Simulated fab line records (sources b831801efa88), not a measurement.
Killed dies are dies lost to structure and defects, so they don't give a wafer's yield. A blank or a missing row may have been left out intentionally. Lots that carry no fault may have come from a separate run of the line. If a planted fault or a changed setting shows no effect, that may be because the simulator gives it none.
fab line records	flow sky130
[record] lots = 11	wafers = 33	last_day = 49
route steps=708 shown SONOS_ONO@183 LI_CONTACT@378 CONTACT@424
lots that met no fault: from a run of the same line without faults
start_h: the number of hours between the record's first day and the start of the first shown wafer of the lot	wait_h: hours elapsed since this lot's preceding step	" identical to the entry in the row above	L1.1+2: one row covering several wafers at once	- no value present, or no start provided	* or withheld: withheld	< > ~ a bound
route shown NAME@n: names a module that has steps shown in the file, with the first one's number in the route	usual: mean and standard deviation over wafers with no fault	same: alike in all rows	chamber/n: place in a boat	sites: each site's reading	_std_site: standard deviation across them	_edge_site: mean of outer sites minus mean of inner sites	radius_mm: for every site, how far away it sits from the centre of the wafer	mask NAME#n: copy n	behind: the most recent tool/chamber to have shaped the wafer	hold: cause of the lot's hold/its duration in hours/its outcome	device: which transistor (n, p or np) failed to switch	end of line: the same wafers' tests at the end of the route	a step given without rows: its recipe and nothing more	killed: at the first sort, the dies lost to defects and structure; wafer yield is something else	map: a wafer's dies, x killed, . not, _ none there
set.NAME: setting as actually run; set.NAME@STEP: the setting as run at that earlier step	model.NAME: the simulator's own value behind a step, which no gauge read
the route's steps for a sample of lots (tables are steps, rows are wafers)
services: a tool's chamber out of use, with start hour (start_h, from the record's first day; less than 0 if before it), hours out, and reason
[[steps]]
[step SKY_SONOS_ONO_ETCH_15]
[recipe] target_depth_nm = 19.52	chemistry = CHF3/O2	source_w = 600	bias_w = 200	pressure_mtorr = 40	chf3_flow_sccm = 50	O2_flow_sccm = 5	time_s = 7.8
[usual] bias_w = 200.0/0.64	drypump_motor_current_A = 5.7/0.4	oes_product_au = 1.000/0.013	throttle_valve_pct = 8.823/0.0092
lot.wafer	tool	chamber	start_h	wait_h	bias_w	drypump_motor_current_A	oes_product_au	rf_hours_counter_h	throttle_valve_pct
L414.1	rie_diel-02	3	286.07	0.0	200.6	5.8	0.991	25	8.803
L414.3	"	1	"	"	198.9	5.0	0.997	98	8.815
L414.6	"	2	"	"	199.3	5.8	1.011	-	8.825
L416.1	rie_diel-04	0	312.91	0.0	200.8	6.1	1.000	12	8.823
L416.4	"	3	"	"	199.9	6.1	1.002	5	8.825
L416.6	"	1	"	"	199.3	5.8	1.000	-	8.833
L417.4	rie_diel-03	0	313.21	0.0	199.8	6.0	1.001	37	8.832
L417.5	"	1	"	"	201.1	5.4	1.002	-	8.814
L417.6	"	2	"	"	200.0	5.2	1.016	-	8.835
L418.1	rie_diel-02	1	316.33	0.0	199.8	5.0	0.985	99	8.824
L418.3	"	2	"	"	199.9	5.8	1.019	34	8.814
L418.6	"	2	"	"	200.9	5.8	1.016	-	8.823
L419.1	rie_diel-03	3	335.03	0.0	200.6	6.2	0.985	19	8.815
L419.3	"	2	"	"	199.7	5.2	1.005	2	8.829
L419.5	"	1	"	"	201.5	5.4	1.009	-	8.839
L420.1	rie_diel-04	1	340.46	0.0	199.7	5.8	0.990	42	8.826
L420.2	"	0	"	"	200.5	6.1	0.982	13	8.827
L420.6	"	2	"	"	198.2	5.1	0.986	-	8.846
L424.1	rie_diel-04	0	362.11	0.0	199.5	6.1	0.977	13	8.825
L424.5	"	2	"	"	200.9	5.1	1.000	-	8.824
L424.6	"	1	"	"	199.8	5.8	0.999	-	8.811
L425.1	rie_diel-03	3	369.91	0.0	199.4	6.2	0.987	20	8.817
L425.2	"	0	"	"	200.3	6.0	1.020	38	8.816
L425.3	"	2	"	"	200.8	5.3	1.027	2	8.816
L427.1	rie_diel-03	1	387.41	0.0	200.0	5.4	0.999	7	8.815
L427.3	"	0	"	"	200.3	6.0	1.013	39	8.814
L427.4	"	3	"	"	199.1	6.2	0.988	20	8.814
L426.2	rie_diel-04	3	388.41	0.0	200.7	6.1	0.993	7	8.822
L426.3	"	0	"	"	200.0	6.0	0.995	14	8.827
L426.4	"	2	"	"	199.8	5.1	0.989	62	8.830
L432.2	rie_diel-03	2	427.03	0.0	-	5.2	1.024	3	8.837
L432.3	"	3	"	"	-	6.2	0.987	20	8.816
L432.4	"	1	"	"	-	5.4	1.002	8	8.824
[step SKY_SONOS_ONO_STRIP_17]
[recipe] chemistry = O2/N2	power_w = 1400	pressure_mtorr = 1500	platen_temp_c = withheld	o2_flow_sccm = 3000	n2_flow_sccm = 300	overash_fraction = 0.5
[usual] drypump_motor_current_A = 6.0/0.46	oes_product_au = 0.709/0.0048	strip_time_to_endpoint_s = 13.96/0.036
[same] overash_fraction = 0.5
lot.wafer	tool	chamber	start_h	wait_h	drypump_motor_current_A	oes_product_au	rf_hours_counter_h	strip_time_to_endpoint_s
L414.1	plasma_asher-02	0	286.17	0.0	6.0	0.708	13	13.92
L414.3	"	1	"	"	5.4	0.705	-	13.93
L414.6	"	0	"	"	6.0	0.710	-	13.94
L416.1	plasma_asher-03	1	313.02	0.0	6.4	0.717	62	13.88
L416.4	"	0	"	"	5.6	0.720	-	13.91
L416.6	"	1	"	"	6.4	0.701	-	13.92
L417.4	plasma_asher-01	0	313.36	0.0	6.7	0.713	-	13.95
L417.5	"	0	"	"	6.7	0.704	-	13.93
L417.6	"	1	"	"	6.3	0.716	-	13.94
L418.1	plasma_asher-03	0	316.44	0.0	5.7	0.713	62	13.94
L418.3	"	0	"	"	5.7	0.704	-	13.95
L418.6	"	1	"	"	6.4	0.705	-	13.93
L419.1	plasma_asher-02	1	335.13	0.0	5.4	0.706	16	13.98
L419.3	"	1	"	"	5.4	0.714	-	13.96
L419.5	"	0	"	"	6.0	0.711	-	13.95
L420.1	plasma_asher-01	0	340.57	0.0	6.7	0.709	65	13.96
L420.2	"	1	"	"	6.4	0.716	65	13.96
L420.6	"	1	"	"	6.4	0.716	-	14.00
L424.1	plasma_asher-03	1	362.24	0.0	6.4	0.707	67	13.96
L424.5	"	0	"	"	5.6	0.710	-	13.96
L424.6	"	1	"	"	6.4	0.710	-	13.97
L425.1	plasma_asher-03	0	370.01	0.0	5.7	0.716	68	13.94
L425.2	"	1	"	"	6.4	0.710	68	13.94
L425.3	"	0	"	"	5.6	0.718	-	13.92
L427.1	plasma_asher-01	1	387.51	0.0	6.4	0.712	70	13.97
L427.3	"	0	"	"	6.7	0.705	-	13.98
L427.4	"	1	"	"	6.4	0.704	-	13.95
L426.2	plasma_asher-02	0	388.52	0.0	6.0	0.719	22	13.91
L426.3	"	1	"	"	5.4	0.710	-	13.88
L426.4	"	0	"	"	6.0	0.718	-	13.93
L432.2	plasma_asher-02	0	427.13	0.0	6.0	0.711	26	14.07
L432.3	"	0	"	"	6.0	0.713	-	14.08
L432.4	"	1	"	"	5.4	0.713	-	14.09
[step SKY_LI_CONTACT_STRIP_16]
[recipe] chemistry = O2/N2	power_w = 1400	pressure_mtorr = 1500	platen_temp_c = withheld	o2_flow_sccm = 3000	n2_flow_sccm = 300	overash_fraction = 0.5
[usual] drypump_motor_current_A = 5.9/0.37	oes_product_au = 0.375/0.0053	strip_time_to_endpoint_s = 3.49/0.039
[same] overash_fraction = 0.5
lot.wafer	tool	chamber	start_h	wait_h	drypump_motor_current_A	oes_product_au	rf_hours_counter_h	strip_time_to_endpoint_s
L414.1	plasma_asher-04	0	682.88	-	6.4	0.380	86	3.44
L414.3	"	0	"	"	6.3	0.360	-	3.43
L414.6	"	0	"	"	6.4	0.365	-	3.45
L416.1	plasma_asher-03	0	706.38	-	5.6	0.373	102	3.46
L416.4	"	0	"	"	5.7	0.370	-	3.52
L416.6	"	1	"	"	6.4	0.375	-	3.49
L417.4	plasma_asher-03	1	713.64	-	6.4	0.380	-	3.46
L417.5	"	1	"	"	6.4	0.375	-	3.50
L417.6	"	0	"	"	5.7	0.382	-	3.52
L418.1	plasma_asher-03	0	714.49	-	5.7	0.377	103	3.44
L418.3	"	1	"	"	6.4	0.373	-	3.42
L418.6	"	1	"	"	6.4	0.374	-	3.44
L419.1	plasma_asher-02	1	732.87	-	5.4	0.376	53	3.52
L419.3	"	0	"	"	6.0	0.375	-	3.47
L419.5	"	1	"	"	5.4	0.373	-	3.55
L420.1	plasma_asher-02	0	734.54	-	6.0	0.366	53	3.54
L420.2	"	1	"	"	5.4	0.377	53	3.49
L420.6	"	0	"	"	6.0	0.376	-	3.48
L424.1	plasma_asher-02	1	761.09	-	5.4	0.381	56	3.51
L424.5	"	1	"	"	5.4	0.375	-	3.50
L424.6	"	0	"	"	6.0	0.377	-	3.51
L425.1	plasma_asher-02	0	769.74	-	6.0	0.380	57	3.51
L425.2	"	1	"	"	5.4	0.374	57	3.47
L425.3	"	1	"	"	5.4	0.376	-	3.50
L427.1	plasma_asher-04	0	782.63	-	6.4	0.379	96	3.51
L427.3	"	1	"	"	5.8	0.376	-	3.51
L427.4	"	0	"	"	6.4	0.378	-	3.52
L426.2	plasma_asher-03	0	785.79	-	5.6	0.382	4	3.50
L426.3	"	1	"	"	6.4	0.373	-	3.50
L426.4	"	0	"	"	5.6	0.372	-	3.51
L432.2	plasma_asher-04	1	818.28	-	5.8	0.386	100	3.53
L432.3	"	1	"	"	5.8	0.377	-	3.49
L432.4	"	0	"	"	6.4	0.384	-	3.56
[step SKY_LI_CONTACT_RS_MEAS_22]
[recipe] thk_meas_gauge = four-point-probe	reads = W_of_LI_CONTACT_CVD_21+TiN_of_LI_CONTACT_SPUTTER_20+Ti_of_LI_CONTACT_SPUTTER_19
[usual] LI_CONTACT_W_RS = 0.287/0.0037
lot.wafer	tool	chamber	start_h	wait_h	LI_CONTACT_W_RS[ohm/sq]
L414.1	film_metro-02	-	683.44	0.1	0.283
L414.3	"	-	"	"	0.281
L414.6	"	-	"	"	0.285
L416.1	film_metro-02	-	706.96	0.1	0.279
L416.4	"	-	"	"	0.285
L416.6	"	-	"	"	0.282
L417.4	film_metro-04	-	714.22	0.1	0.297
L417.5	"	-	"	"	0.291
L417.6	"	-	"	"	0.286
L418.1	film_metro-02	-	715.05	0.1	0.284
L418.3	"	-	"	"	0.278
L418.6	"	-	"	"	0.286
L419.1	film_metro-04	-	733.44	0.1	0.283
L419.3	"	-	"	"	0.284
L419.5	"	-	"	"	0.282
L420.1	film_metro-02	-	735.31	0.1	0.290
L420.2	"	-	"	"	0.288
L420.6	"	-	"	"	0.285
L424.1	film_metro-02	-	761.82	0.1	0.294
L424.5	"	-	"	"	0.295
L424.6	"	-	"	"	0.288
L425.1	film_metro-04	-	770.47	0.1	0.291
L425.2	"	-	"	"	0.288
L425.3	"	-	"	"	0.286
L427.1	film_metro-01	-	783.37	0.1	0.291
L427.3	"	-	"	"	0.288
L427.4	"	-	"	"	0.289
L426.2	film_metro-01	-	786.37	0.1	0.291
L426.3	"	-	"	"	0.288
L426.4	"	-	"	"	0.290
L432.2	film_metro-02	-	818.88	0.1	0.299
L432.3	"	-	"	"	0.293
L432.4	"	-	"	"	0.288
[step SKY_CONTACT_ETCH_18]
[recipe] target = Si3N4	chemistry = CHF3/O2	stop_on = TiN	source_w = 600	bias_w = 200	pressure_mtorr = 40	chf3_flow_sccm = 50	O2_flow_sccm = 5	time_s = 39	target_depth_a = 750
[usual] bias_w = 200.1/0.65	drypump_motor_current_A = 5.7/0.37	oes_product_au = 0.858/0.0074	throttle_valve_pct = 8.793/0.0092
[same] time_s = 39
lot.wafer	tool	chamber	start_h	wait_h	bias_w	drypump_motor_current_A	oes_product_au	rf_hours_counter_h	throttle_valve_pct
L414.1	rie_diel-04	3	-	-	200.1	6.1	0.854	13	8.788
L414.3	"	0	"	"	199.4	6.1	0.852	22	8.797
L414.6	"	0	"	"	199.5	6.1	0.864	-	8.794
L416.1	rie_diel-02	3	-	-	200.3	5.8	0.862	35	8.796
L416.4	"	3	"	"	198.9	5.9	0.868	-	8.803
L416.6	"	1	"	"	201.3	5.0	0.871	-	8.799
L417.4	rie_diel-02	1	-	-	200.3	5.0	0.867	-	8.792
L417.5	"	3	"	"	200.0	5.9	0.855	-	8.797
L417.6	"	0	"	"	200.5	5.6	0.859	-	8.800
L418.1	rie_diel-04	2	-	-	200.1	5.1	0.848	3	8.782
L418.3	"	1	"	"	200.6	5.8	0.848	1	8.800
L418.6	"	3	"	"	199.2	6.1	0.859	-	8.788
L419.1	rie_diel-04	0	-	-	199.9	6.1	0.851	23	8.791
L419.3	"	3	"	"	200.7	6.1	0.852	15	8.791
L419.5	"	2	"	"	199.9	5.1	0.869	-	8.785
L420.1	rie_diel-02	0	-	-	200.8	5.7	0.854	2	8.791
L420.2	"	1	"	"	201.7	5.0	0.854	8	8.806
L420.6	"	1	"	"	200.9	5.0	0.853	-	8.800
L424.1	rie_diel-02	2	-	-	199.8	5.8	0.855	1	8.800
L424.5	"	1	"	"	200.1	4.9	0.875	-	8.788
L424.6	"	0	"	"	199.9	5.7	0.870	-	8.811
L425.1	rie_diel-02	2	-	-	199.6	5.8	0.849	2	8.798
L425.2	"	0	"	"	200.0	5.7	0.848	3	8.799
L425.3	"	1	"	"	199.9	5.0	0.843	9	8.793
L427.1	rie_diel-02	0	-	-	200.2	5.7	0.852	3	8.796
L427.3	"	3	"	"	199.0	5.9	0.849	0	8.783
L427.4	"	1	"	"	200.3	5.0	0.859	9	8.789
L426.2	rie_diel-01	1	-	-	200.7	5.6	0.864	4	8.785
L426.3	"	2	"	"	200.5	5.8	0.864	23	8.785
L426.4	"	1	"	"	200.1	5.7	0.868	-	8.788
L432.2	rie_diel-04	2	-	-	199.3	5.1	0.856	6	8.789
L432.3	"	0	"	"	200.3	6.0	0.851	26	8.785
L432.4	"	1	"	"	199.5	5.8	0.849	4	8.790
[[services]]
tool	chamber	start_h	hours	kind
rie_diel-04	0	294.59	5.3	repair
plasma_asher-02	-	310.34	15.1	repair
rie_diel-02	1	351.07	11.4	repair
rie_diel-04	2	397.48	1.8	repair
rie_diel-02	-	398.76	1.0	repair
plasma_asher-03	-	416.80	2.8	pm
rie_diel-04	-	424.86	1.3	repair
rie_diel-04	3	430.91	70.2	repair
rie_diel-02	0	441.72	3.0	repair
rie_diel-04	-	452.42	14.6	pm
plasma_asher-02	-	460.86	2.0	repair
plasma_asher-03	-	479.09	0.7	repair
plasma_asher-02	-	485.50	0.8	repair
rie_diel-02	0	486.23	3.9	repair
plasma_asher-03	-	498.32	3.3	repair
rie_diel-04	1	520.69	1.5	repair
plasma_asher-02	-	529.83	2.2	repair
rie_diel-04	2	542.55	11.1	repair
rie_diel-04	-	582.48	0.2	repair
rie_diel-04	-	586.71	1.5	repair
rie_diel-02	0	587.78	34.2	repair
rie_diel-04	1	624.44	4.9	repair
plasma_asher-02	-	626.74	6.2	repair
plasma_asher-03	-	641.31	2.7	repair
[[key]]
[first_sign] step = SKY_SONOS_ONO_STRIP_17	reading = strip_time_to_endpoint_s	direction = up	sigmas = 3.4	usual = *	struck = *
effect none on later readings
met_at SKY_SONOS_ONO_ETCH_15
struck_lots L432
tester_left_out L432
not_acting_at SKY_LI_CONTACT_STRIP_16,SKY_LI_CONTACT_RS_MEAS_22,SKY_CONTACT_ETCH_18
onset_between 387.41 427.03
also_fits time
[fault] kind = process_parameter_drift	tool = rie_diel-03	chamber = -	onset_h = 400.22	steps = SKY_SONOS_ONO_ETCH_15	channel = time_s	offset = *	shape = step	end_h = 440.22	acts_in = *	stated = *
// tester_left_out: of these lots the tester's yield and bins aren't shown, on N5 and GAA mostly nor the transistor test; their killed dies are dies lost to structure and defects alone, not to doping, threshold or leakage, so they don't give the yield
